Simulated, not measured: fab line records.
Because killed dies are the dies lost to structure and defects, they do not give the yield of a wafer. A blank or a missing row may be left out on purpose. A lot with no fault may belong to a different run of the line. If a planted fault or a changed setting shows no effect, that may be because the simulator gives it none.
fab line records -- flow sky130
record: lots: 13, wafers: 39, lastDay: 50
route steps=708 shown SONOS_TUNNEL@161 POLY_GATE@228 LDD_N@245
lots untouched by any fault: they come from a run of this same line in which no faults occurred
startH: the number of hours between the record's first day and the start of the first shown wafer of the lot -- waitH: hours from the lot's prior step to this one -- " the same as in the row above -- L1.1+2: a row that stands for several wafers -- - either no value or no given start -- * or withheld: withheld -- < > ~ a bound
route shown NAME@n: NAME is a module with steps in the file, n the number in the route of the first one -- usual: the fault-free wafers' mean and standard deviation -- same: alike in all rows -- chamber/n: place in a boat -- sites: each site's reading -- _std_site: standard deviation across them -- _edge_site: outer sites' mean less inner sites' -- radiusMm: how far each site lies from the wafer's centre -- mask NAME#n: copy n -- behind: the last tool/chamber to shape the wafer -- hold: what put the lot on hold/how long, in hours/how the hold closed -- device: names the non-switching transistor (n, p or np) -- end of line: the same wafers' tests at the end of the route -- a step with no rows: only its recipe -- killed: at the first sort, the dies lost to defects and structure; wafer yield is something else -- map: dies across one wafer; x = killed, . = not, _ = none there
set.NAME: setting as actually run; set.NAME@STEP: the setting as run at that earlier step -- model.NAME: the simulator's own value behind a step, which no gauge read
one table for each step of the route and one row for each wafer, over a sample of lots
services: from which hour (startH, from the record's first day; less than 0 if before it) a tool's chamber was out of use, for how many hours, and why
== steps ==
step: SKY_SONOS_TUNNEL_CD_MEAS_07
recipe: targetCdNm: 410
usual: cdNm: 410.9/2.2
lot.wafer,tool,chamber,startH,waitH,cdNm
L394.1,cdSem-02,-,255.95,0.2,411.0
L394.4,cdSem-02,-,255.95,0.2,409.7
L394.5,cdSem-02,-,255.95,0.2,408.9
L396.1,cdSem-02,-,269.51,0.1,411.5
L396.4,cdSem-02,-,269.51,0.1,413.7
L396.6,cdSem-02,-,269.51,0.1,411.7
L397.2,cdSem-02,-,280.20,0.1,412.0
L397.3,cdSem-02,-,280.20,0.1,411.4
L397.5,cdSem-02,-,280.20,0.1,412.0
L400.2,cdSem-01,-,302.93,0.1,414.0
L400.5,cdSem-01,-,302.93,0.1,414.2
L400.6,cdSem-01,-,302.93,0.1,413.5
L401.2,cdSem-02,-,309.55,0.1,413.3
L401.3,cdSem-02,-,309.55,0.1,413.8
L401.6,cdSem-02,-,309.55,0.1,414.4
L402.3,cdSem-02,-,317.33,0.1,406.9
L402.4,cdSem-02,-,317.33,0.1,408.0
L402.6,cdSem-02,-,317.33,0.1,408.3
L405.2,cdSem-01,-,346.95,0.1,414.0
L405.3,cdSem-01,-,346.95,0.1,410.7
L405.6,cdSem-01,-,346.95,0.1,409.9
L407.1,cdSem-02,-,362.84,0.1,412.1
L407.4,cdSem-02,-,362.84,0.1,414.6
L407.5,cdSem-02,-,362.84,0.1,412.0
L408.1,cdSem-01,-,372.94,0.1,408.7
L408.4,cdSem-01,-,372.94,0.1,409.1
L408.6,cdSem-01,-,372.94,0.1,409.7
L409.1,cdSem-02,-,377.66,0.1,409.6
L409.3,cdSem-02,-,377.66,0.1,411.2
L409.6,cdSem-02,-,377.66,0.1,408.6
L413.1,cdSem-02,-,405.44,0.1,407.5
L413.3,cdSem-02,-,405.44,0.1,405.5
L413.6,cdSem-02,-,405.44,0.1,407.6
L415.2,cdSem-02,-,427.85,0.1,411.5
L415.5,cdSem-02,-,427.85,0.1,409.1
L415.6,cdSem-02,-,427.85,0.1,410.2
L416.3,cdSem-02,-,433.93,0.1,411.3
L416.4,cdSem-02,-,433.93,0.1,412.9
L416.5,cdSem-02,-,433.93,0.1,412.0
step: SKY_POLY_GATE_OVL_MEAS_14
usual: POLY_GATE_OVL: -1/5.3
lot.wafer,tool,chamber,startH,waitH,POLY_GATE_OVL[nm]
L394.1,overlay-02,-,376.16,0.1,5
L394.4,overlay-02,-,376.16,0.1,2
L394.5,overlay-02,-,376.16,0.1,1
L396.1,overlay-02,-,390.76,0.1,2
L396.4,overlay-02,-,390.76,0.1,-8
L396.6,overlay-02,-,390.76,0.1,-7
L397.2,overlay-02,-,404.41,0.1,0
L397.3,overlay-02,-,404.41,0.1,7
L397.5,overlay-02,-,404.41,0.1,1
L400.2,overlay-02,-,431.13,0.1,0
L400.5,overlay-02,-,431.13,0.1,-2
L400.6,overlay-02,-,431.13,0.1,0
L401.2,overlay-01,-,438.53,0.1,-6
L401.3,overlay-01,-,438.53,0.1,-2
L401.6,overlay-01,-,438.53,0.1,-1
L402.3,overlay-01,-,446.87,0.1,8
L402.4,overlay-01,-,446.87,0.1,0
L402.6,overlay-01,-,446.87,0.1,3
L405.2,overlay-02,-,480.06,0.1,0
L405.3,overlay-02,-,480.06,0.1,0
L405.6,overlay-02,-,480.06,0.1,-4
L407.1,overlay-02,-,496.36,0.1,-13
L407.4,overlay-02,-,496.36,0.1,-2
L407.5,overlay-02,-,496.36,0.1,-5
L408.1,overlay-01,-,508.88,0.1,-5
L408.4,overlay-01,-,508.88,0.1,-13
L408.6,overlay-01,-,508.88,0.1,-6
L409.1,overlay-01,-,512.56,0.1,11
L409.3,overlay-01,-,512.56,0.1,5
L409.6,overlay-01,-,512.56,0.1,1
L413.1,overlay-01,-,543.76,0.1,-1
L413.3,overlay-01,-,543.76,0.1,3
L413.6,overlay-01,-,543.76,0.1,3
L415.2,overlay-02,-,560.76,0.1,-7
L415.5,overlay-02,-,560.76,0.1,-5
L415.6,overlay-02,-,560.76,0.1,-10
L416.3,overlay-02,-,582.36,0.1,-5
L416.4,overlay-02,-,582.36,0.1,2
L416.5,overlay-02,-,582.36,0.1,0
step: SKY_POLY_GATE_STRIP_18
recipe: chemistry: O2/N2, powerW: 1400, pressureMtorr: 1500, platenTempC: withheld, o2FlowSccm: 3000, n2FlowSccm: 300, overashFraction: 0.5
usual: drypumpMotorCurrentA: 5.7/0.31, oesProductAu: 0.361/0.0051, stripTimeToEndpointS: 3.159/0.027
lot.wafer,tool,chamber,startH,waitH,drypumpMotorCurrentA,oesProductAu,rfHoursCounterH,stripTimeToEndpointS
L394.1,plasmaAsher-02,1,376.43,0.0,5.4,0.351,69,3.096
L394.4,plasmaAsher-02,1,376.43,0.0,5.4,0.352,-,3.138
L394.5,plasmaAsher-02,1,376.43,0.0,5.4,0.365,-,3.156
L396.1,plasmaAsher-02,0,391.03,0.0,5.3,0.362,70,3.127
L396.4,plasmaAsher-02,1,391.03,0.0,5.4,0.362,-,3.185
L396.6,plasmaAsher-02,0,391.03,0.0,5.3,0.356,-,3.176
L397.2,plasmaAsher-02,0,404.67,0.0,5.3,0.363,71,3.188
L397.3,plasmaAsher-02,1,404.67,0.0,5.4,0.361,-,3.196
L397.5,plasmaAsher-02,1,404.67,0.0,5.4,0.358,-,3.170
L400.2,plasmaAsher-01,1,431.40,0.0,5.9,0.363,30,3.192
L400.5,plasmaAsher-01,1,431.40,0.0,5.9,0.373,-,3.210
L400.6,plasmaAsher-01,0,431.40,0.0,6.1,0.364,-,3.185
L401.2,plasmaAsher-01,1,438.80,0.0,5.8,0.363,31,3.165
L401.3,plasmaAsher-01,1,438.80,0.0,5.8,0.363,-,3.168
L401.6,plasmaAsher-01,1,438.80,0.0,5.9,0.359,-,3.153
L402.3,plasmaAsher-02,1,447.16,0.1,5.3,0.365,-,3.150
L402.4,plasmaAsher-02,0,447.16,0.1,5.3,0.354,-,3.112
L402.6,plasmaAsher-02,1,447.16,0.1,5.3,0.354,-,3.139
L405.2,plasmaAsher-01,0,480.32,0.0,6.1,0.362,36,3.135
L405.3,plasmaAsher-01,1,480.32,0.0,5.9,0.366,-,3.173
L405.6,plasmaAsher-01,0,480.32,0.0,6.1,0.362,-,3.124
L407.1,plasmaAsher-02,0,496.63,0.0,5.3,0.357,81,3.142
L407.4,plasmaAsher-02,1,496.63,0.0,5.4,0.366,-,3.131
L407.5,plasmaAsher-02,0,496.63,0.0,5.3,0.354,-,3.120
L408.1,plasmaAsher-03,0,509.15,0.0,5.4,0.354,6,3.140
L408.4,plasmaAsher-03,1,509.15,0.0,5.6,0.368,-,3.109
L408.6,plasmaAsher-03,1,509.15,0.0,5.6,0.355,-,3.128
L409.1,plasmaAsher-02,1,512.83,0.0,5.4,0.368,82,3.228
L409.3,plasmaAsher-02,1,512.83,0.0,5.4,0.374,-,3.222
L409.6,plasmaAsher-02,0,512.83,0.0,5.3,0.369,-,3.175
L413.1,plasmaAsher-03,1,544.03,0.0,5.6,0.366,10,3.186
L413.3,plasmaAsher-03,0,544.03,0.0,5.4,0.367,-,3.168
L413.6,plasmaAsher-03,1,544.03,0.0,5.6,0.364,-,3.161
L415.2,plasmaAsher-01,1,561.02,0.0,5.9,0.357,44,3.181
L415.5,plasmaAsher-01,0,561.02,0.0,6.0,0.364,-,3.196
L415.6,plasmaAsher-01,1,561.02,0.0,5.9,0.368,-,3.181
L416.3,plasmaAsher-01,0,582.66,0.1,6.1,0.363,-,3.161
L416.4,plasmaAsher-01,1,582.66,0.1,5.9,0.357,-,3.204
L416.5,plasmaAsher-01,1,582.66,0.1,5.9,0.361,-,3.185
step: SKY_LDD_N_IMPLANT_08
recipe: species: As, energyKev: 20, doseCm2: 7.5e+13, tiltDeg: withheld, rotationDeg: 23
usual: beamOnS: 9.98/0.21, endStationPressureTorr: 5.33e-06/2.9e-07, faradayCurrentUA: 423/8.9, rotationDeg: 22.999/0.021
lot.wafer,tool,chamber,startH,waitH,beamOnS,endStationPressureTorr,faradayCurrentUA,rotationDeg
L394.1,implanter-04,0,408.71,0.0,9.88,5.55e-06,429,23.025
L394.4,implanter-04,0,408.71,0.0,10.05,5.19e-06,419,22.994
L394.5,implanter-04,0,408.71,0.0,9.85,4.78e-06,427,22.997
L396.1,implanter-04,0,425.52,0.0,9.87,5.08e-06,428,22.993
L396.4,implanter-04,0,425.52,0.0,10.22,5.81e-06,414,23.004
L396.6,implanter-04,0,425.52,0.0,9.94,5.39e-06,425,23.021
L397.2,implanter-04,0,436.59,0.0,10.05,5.78e-06,421,23.023
L397.3,implanter-04,0,436.59,0.0,9.93,5.14e-06,427,23.035
L397.5,implanter-04,0,436.59,0.0,9.79,5.43e-06,431,23.041
L400.2,implanter-01,0,465.05,0.0,10.08,5.57e-06,417,23.023
L400.5,implanter-01,0,465.05,0.0,9.75,4.84e-06,431,23.008
L400.6,implanter-01,0,465.05,0.0,10.29,5.49e-06,411,23.007
L401.2,implanter-01,0,470.95,0.0,9.96,5.32e-06,423,22.985
L401.3,implanter-01,0,470.95,0.0,10.01,5.53e-06,422,22.992
L401.6,implanter-01,0,470.95,0.0,10.16,5.49e-06,414,22.965
L402.3,implanter-04,0,481.76,0.1,10.04,5.09e-06,422,23.019
L402.4,implanter-04,0,481.76,0.1,9.93,5.44e-06,426,23.023
L402.6,implanter-04,0,481.76,0.1,10.19,5.4e-06,415,23.043
L405.2,implanter-04,0,512.24,0.0,9.93,5.55e-06,426,23.009
L405.3,implanter-04,0,512.24,0.0,9.79,5.64e-06,432,22.988
L405.6,implanter-04,0,512.24,0.0,10.19,5.63e-06,414,22.961
L407.1,implanter-01,0,529.42,0.0,11.19,6.2e-05,368,22.987
L407.4,implanter-01,0,529.42,0.0,10.96,6.251e-05,374,23.006
L407.5,implanter-01,0,529.42,0.0,10.81,6.8e-05,379,22.971
L408.1,implanter-01,0,540.55,0.0,10.71,6.874e-05,380,23.013
L408.4,implanter-01,0,540.55,0.0,10.88,6.611e-05,376,23.016
L408.6,implanter-01,0,540.55,0.0,10.91,6.228e-05,376,22.998
L409.1,implanter-01,0,544.71,0.0,10.76,6.807e-05,379,23.005
L409.3,implanter-01,0,544.71,0.0,11.05,6.39e-05,369,23.006
L409.6,implanter-01,0,544.71,0.0,11.33,6.844e-05,362,22.992
L413.1,implanter-02,0,576.72,0.0,10.29,5.36e-06,410,22.974
L413.3,implanter-02,0,576.72,0.0,9.83,5.28e-06,430,23.001
L413.6,implanter-02,0,576.72,0.0,9.91,5.14e-06,427,22.993
L415.2,implanter-02,0,591.85,0.0,9.76,4.95e-06,432,22.993
L415.5,implanter-02,0,591.85,0.0,10.19,5.98e-06,416,22.989
L415.6,implanter-02,0,591.85,0.0,9.81,5.44e-06,432,22.996
L416.3,implanter-04,0,613.26,0.1,9.55,5.6e-06,440,23.006
L416.4,implanter-04,0,613.26,0.1,10.12,5.53e-06,418,22.994
L416.5,implanter-04,0,613.26,0.1,10.00,5.4e-06,422,23.003
== services ==
tool,chamber,startH,hours,kind
implanter-01,-,389.87,5.1,pm
plasmaAsher-01,-,399.86,0.5,repair
plasmaAsher-03,-,408.23,4.3,pm
plasmaAsher-03,-,421.25,9.0,pm
plasmaAsher-03,0,421.25,9.0,ventCycle
plasmaAsher-03,1,421.25,9.0,ventCycle
plasmaAsher-02,-,427.39,11.1,repair
implanter-01,-,428.88,0.7,repair
plasmaAsher-03,0,430.25,-,clean
plasmaAsher-03,1,430.25,-,clean
implanter-01,-,431.14,4.7,repair
plasmaAsher-03,-,445.28,14.7,pm
implanter-02,-,447.69,2.0,repair
plasmaAsher-03,-,493.88,1.6,repair
implanter-04,-,500.36,0.7,repair
implanter-04,-,516.11,5.6,pm
implanter-04,-,549.93,0.8,repair
== key ==
firstSign: step: SKY_LDD_N_IMPLANT_08, reading: endStationPressureTorr, direction: up, sigmas: 99+, usual: 5.33e-06, struck: 6.556e-05
effect: step: SKY_LDD_N_IMPLANT_08, reading: faradayCurrentUA, direction: down, sigmas: 5.6, usual: 423, struck: 374
metAt SKY_LDD_N_IMPLANT_08
struckLots L407,L408,L409
testerLeftOut L407,L408,L409
notActingAt SKY_SONOS_TUNNEL_CD_MEAS_07,SKY_POLY_GATE_OVL_MEAS_14,SKY_POLY_GATE_STRIP_18
onsetBetween 470.95 529.42
fault: kind: processParameterDrift, tool: implanter-01, chamber: -, onsetH: 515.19, steps: SKY_LDD_N_IMPLANT_08, channel: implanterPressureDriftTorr, offset: 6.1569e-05, shape: step, endH: 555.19
fault: kind: processParameterDrift, tool: implanter-01, chamber: -, onsetH: 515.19, steps: SKY_LDD_N_IMPLANT_08, channel: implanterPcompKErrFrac, offset: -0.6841, shape: step, endH: 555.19
testerLeftOut: of these lots the tester's yield and bins aren't shown, on N5 and GAA mostly nor the transistor test; their killed dies are dies lost to structure and defects alone, not to doping, threshold or leakage, so they don't give the yield
